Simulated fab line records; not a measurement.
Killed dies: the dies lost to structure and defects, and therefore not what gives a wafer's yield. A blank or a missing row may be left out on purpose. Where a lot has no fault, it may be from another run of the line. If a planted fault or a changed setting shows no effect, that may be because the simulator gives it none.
The tool behind it: which one? / flow gf180mcu / Sampling: 13 lots, 39 wafers, 4 of 602 route steps

## WHAT EACH GAUGE READ, for each wafer
GF_M2_OVL_MEAS_15. Usual: for M2_OVL the level is 2 nm and the standard deviation is 5.2.
lot=L776; measured=day 19 03:20; on=overlay-02; M2_OVL (nm)=-3 2 -4; flag=
lot=L778; measured=day 19 23:56; on=overlay-02; M2_OVL (nm)=8 8 9; flag=
lot=L779; measured=day 20 08:38; on=overlay-01; M2_OVL (nm)=2 9 4; flag=
lot=L780; measured=day 20 20:23; on=overlay-01; M2_OVL (nm)=5 5 3; flag=
lot=L781; measured=day 21 05:14; on=overlay-02; M2_OVL (nm)=-2 1 1; flag=
lot=L783; measured=day 21 18:11; on=overlay-02; M2_OVL (nm)=-5 7 3; flag=
lot=L793; measured=day 25 03:32; on=overlay-02; M2_OVL (nm)=5 5 0; flag=
lot=L794; measured=day 25 13:17; on=overlay-02; M2_OVL (nm)=5 4 4; flag=
lot=L795; measured=day 26 00:35; on=overlay-01; M2_OVL (nm)=-6 -7 -5; flag=
lot=L796; measured=day 26 07:38; on=overlay-02; M2_OVL (nm)=8 1 15; flag=
lot=L797; measured=day 26 13:47; on=overlay-02; M2_OVL (nm)=1 4 -3; flag=
lot=L798; measured=day 26 17:11; on=overlay-02; M2_OVL (nm)=6 -2 -2; flag=
lot=L799; measured=day 27 02:05; on=overlay-02; M2_OVL (nm)=0 -4 -1; flag=

GF_V4_THK_MEAS_03. Usual: for V4_CVD_02_THK the level is 850 nm and the standard deviation is 10.
lot=L776; measured=day 23 09:20; on=filmMetro-01; V4_CVD_02_THK (nm)=842 853 860; flag=
lot=L778; measured=day 24 04:08; on=filmMetro-02; V4_CVD_02_THK (nm)=838 841 844; flag=
lot=L779; measured=day 24 12:53; on=filmMetro-01; V4_CVD_02_THK (nm)=846 847 849; flag=
lot=L780; measured=day 24 23:50; on=filmMetro-02; V4_CVD_02_THK (nm)=850 868 857; flag=
lot=L781; measured=day 25 08:44; on=filmMetro-04; V4_CVD_02_THK (nm)=842 856 854; flag=
lot=L783; measured=day 25 19:25; on=filmMetro-04; V4_CVD_02_THK (nm)=855 850; flag=
lot=L793; measured=day 28 19:14; on=filmMetro-04; V4_CVD_02_THK (nm)=867 878 855; flag=
lot=L794; measured=day 29 04:40; on=filmMetro-01; V4_CVD_02_THK (nm)=833 859 843; flag=
lot=L795; measured=day 29 14:47; on=filmMetro-01; V4_CVD_02_THK (nm)=850 872 847; flag=
lot=L796; measured=day 29 21:17; on=filmMetro-02; V4_CVD_02_THK (nm)=848 836 833; flag=
lot=L797; measured=day 30 02:44; on=filmMetro-01; V4_CVD_02_THK (nm)=838 867 859; flag=
lot=L798; measured=day 30 07:18; on=filmMetro-01; V4_CVD_02_THK (nm)=839 845 868; flag=
lot=L799; measured=day 30 14:32; on=filmMetro-02; V4_CVD_02_THK (nm)=836 851 851; flag=

## TOOL THAT RAN EACH LOT (tool first, then ch and the chambers of the sampled wafers, then the start)
lot=L776; GF_V3_CMP_26=cmp-01 ch 0,1, day 22 09:15; GF_M4_SPUTTER_02=pvdSputter-01, day 22 09:38
lot=L778; GF_V3_CMP_26=cmp-01 ch 0,1,2, day 23 04:07; GF_M4_SPUTTER_02=pvdSputter-04, day 23 04:32
lot=L779; GF_V3_CMP_26=cmp-02 ch 1,2,3, day 23 13:13; GF_M4_SPUTTER_02=pvdSputter-04, day 23 13:39
lot=L780; GF_V3_CMP_26=cmp-01 ch 1,2,3, day 24 00:37; GF_M4_SPUTTER_02=pvdSputter-02, day 24 01:03
lot=L781; GF_V3_CMP_26=cmp-01 ch 1,2, day 24 08:18; GF_M4_SPUTTER_02=pvdSputter-02, day 24 08:41
lot=L783; GF_V3_CMP_26=cmp-01 ch 1,3, day 24 20:43; GF_M4_SPUTTER_02=pvdSputter-04, day 24 21:09
lot=L793; GF_V3_CMP_26=cmp-02 ch 0,1, day 27 22:38; GF_M4_SPUTTER_02=pvdSputter-01, day 27 23:04
lot=L794; GF_V3_CMP_26=cmp-02 ch 1,2,3, day 28 08:17; GF_M4_SPUTTER_02=pvdSputter-02, day 28 08:34
lot=L795; GF_V3_CMP_26=cmp-01 ch 0,1,2, day 28 18:14; GF_M4_SPUTTER_02=pvdSputter-01, day 28 18:40
lot=L796; GF_V3_CMP_26=cmp-02 ch 0,2,3, day 29 00:41; GF_M4_SPUTTER_02=pvdSputter-01, day 29 01:07
lot=L797; GF_V3_CMP_26=cmp-01 ch 0,2, day 29 06:37; GF_M4_SPUTTER_02=pvdSputter-04, day 29 07:00
lot=L798; GF_V3_CMP_26=cmp-01 ch 0,1,3, day 29 10:31; GF_M4_SPUTTER_02=pvdSputter-01, day 29 10:51
lot=L799; GF_V3_CMP_26=cmp-02 ch 1,2, day 29 18:25; GF_M4_SPUTTER_02=pvdSputter-02, day 29 18:51
- GF_V3_CMP_26: polishes, stops on SiO2, t overpolish 15 s, target thk 0 nm.
- GF_M4_SPUTTER_02: material AlCu, target thk 450 nm, time 23.9 s.

## WHAT THE TOOLS THEMSELVES READ (means of the sampled wafers that have a number; where no wafer has one, the mark that the record gives instead)
GF_V3_CMP_26. Usual: motorCurrentA 11.1 A, standard deviation 0.72; overpolishRunS 14.999 s, standard deviation 0.008; slurryFilterDpKPa 13.50 kPa, standard deviation 0.12; timeToEndpointS 84 s, standard deviation 3.5.
lot=L776; tool=cmp-01; motorCurrentA (A)=10.6; overpolishRunS (s)=15.005; slurryFilterDpKPa (kPa)=13.48; timeToEndpointS (s)=82; flag=
lot=L778; tool=cmp-01; motorCurrentA (A)=11.2; overpolishRunS (s)=15.010; slurryFilterDpKPa (kPa)=13.41; timeToEndpointS (s)=85; flag=
lot=L779; tool=cmp-02; motorCurrentA (A)=10.9; overpolishRunS (s)=14.997; slurryFilterDpKPa (kPa)=13.50; timeToEndpointS (s)=83; flag=
lot=L780; tool=cmp-01; motorCurrentA (A)=11.8; overpolishRunS (s)=15.004; slurryFilterDpKPa (kPa)=13.44; timeToEndpointS (s)=83; flag=
lot=L781; tool=cmp-01; motorCurrentA (A)=11.5; overpolishRunS (s)=15.005; slurryFilterDpKPa (kPa)=13.41; timeToEndpointS (s)=81; flag=
lot=L783; tool=cmp-01; motorCurrentA (A)=11.1; overpolishRunS (s)=10.015; slurryFilterDpKPa (kPa)=13.49; timeToEndpointS (s)=103; flag=OFF
lot=L793; tool=cmp-02; motorCurrentA (A)=11.4; overpolishRunS (s)=14.999; slurryFilterDpKPa (kPa)=13.46; timeToEndpointS (s)=88; flag=
lot=L794; tool=cmp-02; motorCurrentA (A)=10.7; overpolishRunS (s)=15.002; slurryFilterDpKPa (kPa)=13.53; timeToEndpointS (s)=85; flag=
lot=L795; tool=cmp-01; motorCurrentA (A)=10.7; overpolishRunS (s)=14.998; slurryFilterDpKPa (kPa)=13.34; timeToEndpointS (s)=85; flag=
lot=L796; tool=cmp-02; motorCurrentA (A)=10.6; overpolishRunS (s)=14.999; slurryFilterDpKPa (kPa)=13.49; timeToEndpointS (s)=81; flag=
lot=L797; tool=cmp-01; motorCurrentA (A)=11.1; overpolishRunS (s)=14.995; slurryFilterDpKPa (kPa)=13.56; timeToEndpointS (s)=87; flag=
lot=L798; tool=cmp-01; motorCurrentA (A)=11.3; overpolishRunS (s)=15.002; slurryFilterDpKPa (kPa)=13.38; timeToEndpointS (s)=84; flag=
lot=L799; tool=cmp-02; motorCurrentA (A)=10.5; overpolishRunS (s)=15.006; slurryFilterDpKPa (kPa)=13.46; timeToEndpointS (s)=81; flag=

GF_M4_SPUTTER_02. Usual: cathodeDcPowerW 10600 W, standard deviation 1.8; chamberPressurePa 0.3999 Pa, standard deviation 0.00078; throttleValvePct 29.8 %, standard deviation 0.86.
lot=L776; tool=pvdSputter-01; cathodeDcPowerW (W)=10600; chamberPressurePa (Pa)=0.3998; throttleValvePct (%)=29.7; flag=
lot=L778; tool=pvdSputter-04; cathodeDcPowerW (W)=10599; chamberPressurePa (Pa)=0.4000; throttleValvePct (%)=29.7; flag=
lot=L779; tool=pvdSputter-04; cathodeDcPowerW (W)=10601; chamberPressurePa (Pa)=0.3993; throttleValvePct (%)=30.5; flag=
lot=L780; tool=pvdSputter-02; cathodeDcPowerW (W)=10598; chamberPressurePa (Pa)=0.3991; throttleValvePct (%)=29.4; flag=
lot=L781; tool=pvdSputter-02; cathodeDcPowerW (W)=10600; chamberPressurePa (Pa)=0.4002; throttleValvePct (%)=29.6; flag=
lot=L783; tool=pvdSputter-04; cathodeDcPowerW (W)=10600; chamberPressurePa (Pa)=0.4002; throttleValvePct (%)=29.5; flag=
lot=L793; tool=pvdSputter-01; cathodeDcPowerW (W)=10598; chamberPressurePa (Pa)=0.4006; throttleValvePct (%)=30.1; flag=
lot=L794; tool=pvdSputter-02; cathodeDcPowerW (W)=10601; chamberPressurePa (Pa)=0.4002; throttleValvePct (%)=29.1; flag=
lot=L795; tool=pvdSputter-01; cathodeDcPowerW (W)=10600; chamberPressurePa (Pa)=0.4002; throttleValvePct (%)=30.4; flag=
lot=L796; tool=pvdSputter-01; cathodeDcPowerW (W)=10601; chamberPressurePa (Pa)=0.3998; throttleValvePct (%)=30.4; flag=
lot=L797; tool=pvdSputter-04; cathodeDcPowerW (W)=10602; chamberPressurePa (Pa)=0.3999; throttleValvePct (%)=29.7; flag=
lot=L798; tool=pvdSputter-01; cathodeDcPowerW (W)=10601; chamberPressurePa (Pa)=0.4001; throttleValvePct (%)=29.8; flag=
lot=L799; tool=pvdSputter-02; cathodeDcPowerW (W)=10601; chamberPressurePa (Pa)=0.3999; throttleValvePct (%)=30.0; flag=

## THE ANSWER, worked out from the rows above alone
Rule: lot off if the mean of its wafers having a number is beyond 3 standard deviations from the usual mean. A lot without any number at a reading at which 4 lots or more have one is off too. Any other lot the step has rows for is counted as sound. After the gauges, taken in route order, come the tools' own readings; for these a lot's mean is taken, as printed above. The first step at which some lot is off is used, and at that step the reading that is off furthest; a lot without a number counts as furthest.
Off at GF_V3_CMP_26 (overpolishRunS): L783.
If a tool, at that step or one of the process steps before it, ran each lot that is off and ran no sound lot following the first of them, it fits. No candidate that was tried fits.

## WHAT WAS PUT IN BY THE SIMULATOR
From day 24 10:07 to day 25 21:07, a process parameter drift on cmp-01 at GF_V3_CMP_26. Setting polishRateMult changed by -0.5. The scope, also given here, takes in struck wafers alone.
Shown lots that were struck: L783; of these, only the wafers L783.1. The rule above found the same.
